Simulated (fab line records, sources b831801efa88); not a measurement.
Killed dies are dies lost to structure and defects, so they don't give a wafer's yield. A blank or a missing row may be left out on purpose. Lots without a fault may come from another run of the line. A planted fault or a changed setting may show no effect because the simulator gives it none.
fab line records | flow gf180mcu
record lots=7 wafers=21 last_day=34
route steps=602 shown V1@361 M2@362
lots that met no fault: from a run of the same line without faults
start_h: hours from the record's first day to the start of the lot's first wafer shown | wait_h: hours since the lot's step before | " the same as in the row above | L1.1+2: a row that stands for several wafers | - no value, or no start given | * or withheld: withheld | < > ~ a bound
route shown NAME@n: a module of which the file shows steps, and the number in the route of the first | usual: mean/standard deviation of fault-free wafers | same: alike in all rows | chamber/n: place in a boat | sites: the reading at each site | _std_site: their standard deviation | _edge_site: outer sites' mean less inner sites' | radius_mm: how far each site lies from the wafer's centre | mask NAME#n: copy n | behind: the tool/chamber that last shaped the wafer | hold: why the lot was held/for how many hours/how that ended | device: the transistor (n, p or np) that didn't switch | end of line: the same wafers' tests at the end of the route | a step without rows: its recipe alone | killed: dies lost to structure and defects at the first sort, not the wafer's yield | map: a wafer's dies, x killed, . not, _ none there
set.NAME: the setting as run; set.NAME@STEP: as run at that earlier step | model.NAME: the simulator's own value behind a step, which no gauge read
lots at some steps of the route; a table a step, a row a wafer
services: from which hour (start_h, from the record's first day; less than 0 if before it) a tool's chamber was out of use, for how many hours, and why
## steps
# step GF_V1_CMP_26
# recipe stop_on=SiO2 down_force_psi=3.5 platen_rpm=60 t_overpolish_s=15 target_thk_nm=0 pad_velocity_m_s=0.94248
# usual motor_current_A=10.7/0.8 overpolish_run_s=15.001/0.0092 time_to_endpoint_s=87/4.6
# same t_overpolish_s=15
# columns lot.wafer tool chamber start_h wait_h motor_current_A overpolish_run_s time_to_endpoint_s
L281.3 cmp-01 3 451.83 0.1 10.7 14.999 88
L281.4 " 1 " " 11.3 15.005 81
L281.6 " 3 " " 10.7 15.008 85
L282.4 cmp-02 2 461.34 0.0 11.1 15.015 94
L282.2 " 3 " " 11.4 15.005 88
L282.1 " 0 " " 11.9 14.994 97
L285.3 cmp-02 1 490.78 0.1 9.0 14.995 87
L285.2 " 2 " " 11.1 15.003 94
L285.4 " 3 " " 11.1 15.003 86
L297.1 cmp-01 2 580.56 0.1 10.6 15.020 85
L297.4 " 0 " " 10.1 14.998 77
L297.6 " 2 " " 10.7 14.992 85
L298.4 cmp-01 1 594.70 0.1 11.0 14.988 87
L298.1 " 3 " " 10.7 15.009 86
L298.6 " 1 " " 11.8 15.011 86
L299.4 cmp-02 0 599.13 0.0 11.4 14.998 89
L299.2 " 2 " " 10.9 14.991 88
L299.1 " 3 " " 11.0 15.014 85
L300.4 cmp-01 3 604.59 0.1 10.2 15.005 87
L300.3 " 1 " " 10.9 14.994 84
L300.5 " 3 " " 10.6 15.015 86
# step GF_M2_SPUTTER_00
# recipe material=Ti target_thk_nm=37.5 arriving_ion_energy_ev=80 substrate_temp_c=200 chamber_pressure_pa=2 power_w=4000 time_s=150
# step GF_M2_SPUTTER_01
# recipe material=TiN target_thk_nm=30 power_w=6500 time_s=25 chamber_pressure_pa=0.4
# usual throttle_valve_pct=29.8/0.81
# columns lot.wafer tool chamber start_h wait_h throttle_valve_pct
L281.3 pvd_sputter-01 - 452.18 0.1 29.1
L281.4 " - " " 29.3
L281.6 " - " " 29.3
L282.1 pvd_sputter-03 - 461.74 0.1 30.1
L282.2 " - " " 30.9
L282.4 " - " " 30.0
L285.2 pvd_sputter-03 - 491.13 0.1 30.0
L285.3 " - " " 30.3
L285.4 " - " " 29.2
L297.1 pvd_sputter-03 - 580.91 0.1 31.4
L297.4 " - " " 30.2
L297.6 " - " " 30.0
L298.1 pvd_sputter-01 - 595.10 0.1 29.0
L298.4 " - " " 29.2
L298.6 " - " " 29.4
L299.1 pvd_sputter-01 - 599.53 0.1 29.2
L299.2 " - " " 28.7
L299.4 " - " " 29.0
L300.3 pvd_sputter-03 - 604.94 0.1 31.3
L300.4 " - " " 31.5
L300.5 " - " " 30.1
# step GF_M2_SPUTTER_02
# recipe material=AlCu target_thk_nm=450 power_w=10600 time_s=23.9 chamber_pressure_pa=0.4
# usual throttle_valve_pct=29.8/0.83
# columns lot.wafer tool chamber start_h wait_h throttle_valve_pct
L281.3 pvd_sputter-01 - 452.22 0.0 29.0
L281.4 " - " " 29.3
L281.6 " - " " 29.0
L282.1 pvd_sputter-03 - 461.77 0.0 30.3
L282.2 " - " " 31.4
L282.4 " - " " 30.1
L285.2 pvd_sputter-03 - 491.16 0.0 29.7
L285.3 " - " " 30.2
L285.4 " - " " 29.1
L297.1 pvd_sputter-03 - 580.94 0.0 31.5
L297.4 " - " " 29.9
L297.6 " - " " 30.1
L298.1 pvd_sputter-01 - 595.13 0.0 28.5
L298.4 " - " " 29.1
L298.6 " - " " 29.4
L299.1 pvd_sputter-01 - 599.56 0.0 29.4
L299.2 " - " " 28.8
L299.4 " - " " 29.1
L300.3 pvd_sputter-03 - 604.98 0.0 31.2
L300.4 " - " " 31.1
L300.5 " - " " 30.1
# step GF_M2_SPUTTER_03
# recipe material=Ti target_thk_nm=10 substrate_temp_c=300 chamber_pressure_pa=0.3 power_w=3000 time_s=6.7
# usual throttle_valve_pct=29.8/0.8
# columns lot.wafer tool chamber start_h wait_h throttle_valve_pct
L281.3 pvd_sputter-01 - 452.25 0.0 29.1
L281.4 " - " " 29.3
L281.6 " - " " 29.1
L282.1 pvd_sputter-03 - 461.80 0.0 30.2
L282.2 " - " " 31.2
L282.4 " - " " 30.0
L285.2 pvd_sputter-03 - 491.19 0.0 30.3
L285.3 " - " " 30.1
L285.4 " - " " 29.1
L297.1 pvd_sputter-03 - 580.97 0.0 31.4
L297.4 " - " " 29.8
L297.6 " - " " 29.9
L298.1 pvd_sputter-01 - 595.16 0.0 28.7
L298.4 " - " " 29.1
L298.6 " - " " 29.5
L299.1 pvd_sputter-01 - 599.59 0.0 29.4
L299.2 " - " " 28.7
L299.4 " - " " 29.0
L300.3 pvd_sputter-03 - 605.01 0.0 31.3
L300.4 " - " " 31.3
L300.5 " - " " 30.1
# step GF_M2_SPUTTER_04
# recipe material=TiN target_thk_nm=50 power_w=6500 time_s=41.7 chamber_pressure_pa=0.4
# usual throttle_valve_pct=29.8/0.81
# columns lot.wafer tool chamber start_h wait_h throttle_valve_pct
L281.3 pvd_sputter-01 - 452.27 0.0 29.2
L281.4 " - " " 29.4
L281.6 " - " " 29.2
L282.1 pvd_sputter-03 - 461.82 0.0 30.4
L282.2 " - " " 31.3
L282.4 " - " " 29.8
L285.2 pvd_sputter-03 - 491.21 0.0 30.1
L285.3 " - " " 30.4
L285.4 " - " " 29.2
L297.1 pvd_sputter-03 - 580.99 0.0 31.1
L297.4 " - " " 30.2
L297.6 " - " " 30.2
L298.1 pvd_sputter-01 - 595.19 0.0 28.7
L298.4 " - " " 29.1
L298.6 " - " " 29.4
L299.1 pvd_sputter-01 - 599.61 0.0 29.4
L299.2 " - " " 28.7
L299.4 " - " " 29.2
L300.3 pvd_sputter-03 - 605.03 0.0 31.0
L300.4 " - " " 31.2
L300.5 " - " " 29.8
# step GF_M2_RS_MEAS_05
# recipe thk_meas_gauge=four-point-probe reads=TiN_of_M2_SPUTTER_04+Ti_of_M2_SPUTTER_03+AlCu_of_M2_SPUTTER_02+TiN_of_M2_SPUTTER_01+Ti_of_M2_SPUTTER_00
# usual M2_ALCU_RS=0.0697/0.001
# columns lot.wafer tool chamber start_h wait_h M2_ALCU_RS[ohm/sq]
L281.3 film_metro-03 - 452.35 0.1 0.0687
L281.4 " - " " 0.0698
L281.6 " - " " 0.0689
L282.1 film_metro-03 - 461.86 0.0 0.0695
L282.2 " - " " 0.0688
L282.4 " - " " 0.0695
L285.2 film_metro-02 - 491.27 0.0 0.0707
L285.3 " - " " 0.0702
L285.4 " - " " 0.0718
L297.1 film_metro-02 - 581.03 0.0 0.0699
L297.4 " - " " 0.0700
L297.6 " - " " 0.0701
L298.1 film_metro-03 - 595.23 0.0 0.0692
L298.4 " - " " 0.0700
L298.6 " - " " 0.0707
L299.1 film_metro-01 - 599.65 0.0 0.0699
L299.2 " - " " 0.0689
L299.4 " - " " 0.0695
L300.3 film_metro-03 - 605.11 0.1 0.0694
L300.4 " - " " 0.0695
L300.5 " - " " 0.0685
# step GF_M2_THK_MEAS_06
# recipe thk_meas_gauge=xrf reads=AlCu_of_M2_SPUTTER_02
# usual M2_ALCU_THK=445/6.7
# columns lot.wafer tool chamber start_h wait_h M2_ALCU_THK[nm]
L281.3 film_metro-03 - 452.45 0.1 454
L281.4 " - " " 445
L281.6 " - " " 453
L282.1 film_metro-03 - 461.98 0.1 446
L282.2 " - " " 451
L282.4 " - " " 447
L285.2 film_metro-02 - 491.38 0.1 439
L285.3 " - " " 442
L285.4 " - " " 433
L297.1 film_metro-02 - 581.15 0.1 444
L297.4 " - " " 443
L297.6 " - " " 440
L298.1 film_metro-03 - 595.35 0.1 448
L298.4 " - " " 444
L298.6 " - " " 438
L299.1 film_metro-01 - 599.77 0.1 443
L299.2 " - " " 449
L299.4 " - " " 446
L300.3 film_metro-03 - 605.21 0.1 449
L300.4 " - " " 447
L300.5 " - " " 453
# step GF_M2_DEHYDRATE_07
# recipe temp_c=200 time_s=60
# step GF_M2_HMDS_08
# recipe prime_time_s=60 prime_temp_c=120
# step GF_M2_COAT_09
# recipe resist=KrF spin_rpm=withheld resist_thk_nm=1000
# step GF_M2_SOFTBAKE_10
# recipe temp_c=130 time_s=60 resist=KrF
# step GF_M2_EXPOSE_11
# recipe mask_id=Metal2 target_cd_nm=280 na=0.68 source_shape=conventional sigma_outer=0.6 dose_mj=28.4
# usual exposure_dose_mJ_cm2=27.96/0.035 focus_offset_nm=0.0/0.52
# columns lot.wafer tool chamber start_h wait_h mask exposure_dose_mJ_cm2 focus_offset_nm
L281.3 krf_scanner-01 0 464.26 - Metal2#0 28.01 0.4
L281.4 " 0 " " Metal2#0 27.93 0.5
L281.6 " 0 " " Metal2#0 27.95 -0.3
L282.1 krf_scanner-02 0 473.98 - Metal2#0 27.98 0.7
L282.2 " 0 " " Metal2#0 28.02 0.0
L282.4 " 0 " " Metal2#0 28.00 -0.2
L285.2 krf_scanner-02 0 503.07 - Metal2#0 27.95 -0.1
L285.3 " 0 " " Metal2#0 27.97 -0.2
L285.4 " 0 " " Metal2#0 27.95 -0.2
L297.1 krf_scanner-01 - 592.20 - Metal2#0 - -
L297.4 " - " " Metal2#0 - -
L297.6 " - " " Metal2#0 - -
L298.1 krf_scanner-01 - 606.05 - Metal2#0 - -
L298.4 " - " " Metal2#0 - -
L298.6 " - " " Metal2#0 - -
L299.1 krf_scanner-01 - 610.24 - Metal2#0 - -
L299.2 " - " " Metal2#0 - -
L299.4 " - " " Metal2#0 - -
L300.3 krf_scanner-01 0 615.64 - Metal2#0 27.93 0.9
L300.4 " 0 " " Metal2#0 27.92 0.5
L300.5 " 0 " " Metal2#0 27.97 -0.2
# step GF_M2_PEB_12
# recipe peb_temp_c=135 peb_time_s=90 resist=KrF
## services
# columns tool chamber start_h hours kind
pvd_sputter-03 - 428.41 1.0 repair
cmp-02 - 428.71 0.8 repair
krf_scanner-02 - 438.94 1.3 pm
pvd_sputter-03 - 451.06 2.8 repair
cmp-02 - 451.25 3.4 repair
krf_scanner-02 - 454.69 0.8 repair
cmp-01 - 459.50 4.1 repair
cmp-01 - 461.23 1.6 repair
cmp-01 - 466.02 2.1 repair
cmp-01 - 482.29 1.3 repair
krf_scanner-01 - 498.86 11.4 repair
krf_scanner-02 - 510.25 0.8 pm
krf_scanner-01 - 529.13 1.0 pm
krf_scanner-01 - 534.74 1.3 pm
pvd_sputter-03 - 538.18 0.5 repair
cmp-02 - 544.26 2.0 repair
krf_scanner-01 - 551.65 0.8 pm
cmp-01 - 553.68 6.1 pm
krf_scanner-02 - 559.63 1.0 pm
krf_scanner-01 - 563.34 3.0 pm
cmp-01 - 563.97 3.2 repair
cmp-02 - 572.17 4.0 pm
krf_scanner-02 - 582.39 4.4 pm
cmp-02 - 592.09 4.7 pm
## key
first_sign step=GF_M2_EXPOSE_11 reading=tool_record direction=missing
effect none on later readings
met_at GF_M2_EXPOSE_11
struck_wafers L297.1,L297.4,L297.6,L298.1,L298.4,L298.6,L299.1,L299.2,L299.4
later_rows_left_out L297.1,L297.4,L297.6,L298.1,L298.4,L298.6,L299.1,L299.2,L299.4
sort_left_out L297.1,L297.4,L297.6,L298.1,L298.4,L298.6,L299.1,L299.2,L299.4
onset_between 464.26 592.20
fault kind=skipped_step_whole tool=krf_scanner-01 chamber=- onset_h=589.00 steps=GF_M2_EXPOSE_11 scope=struck_lots_only
# sort_left_out: the simulated sort isn't trusted on such a fault, so these wafers' sort isn't shown, and their yield isn't known
# later_rows_left_out: the simulator's readings of these wafers behind a module that went badly wrong aren't trusted and aren't shown, but for the sort
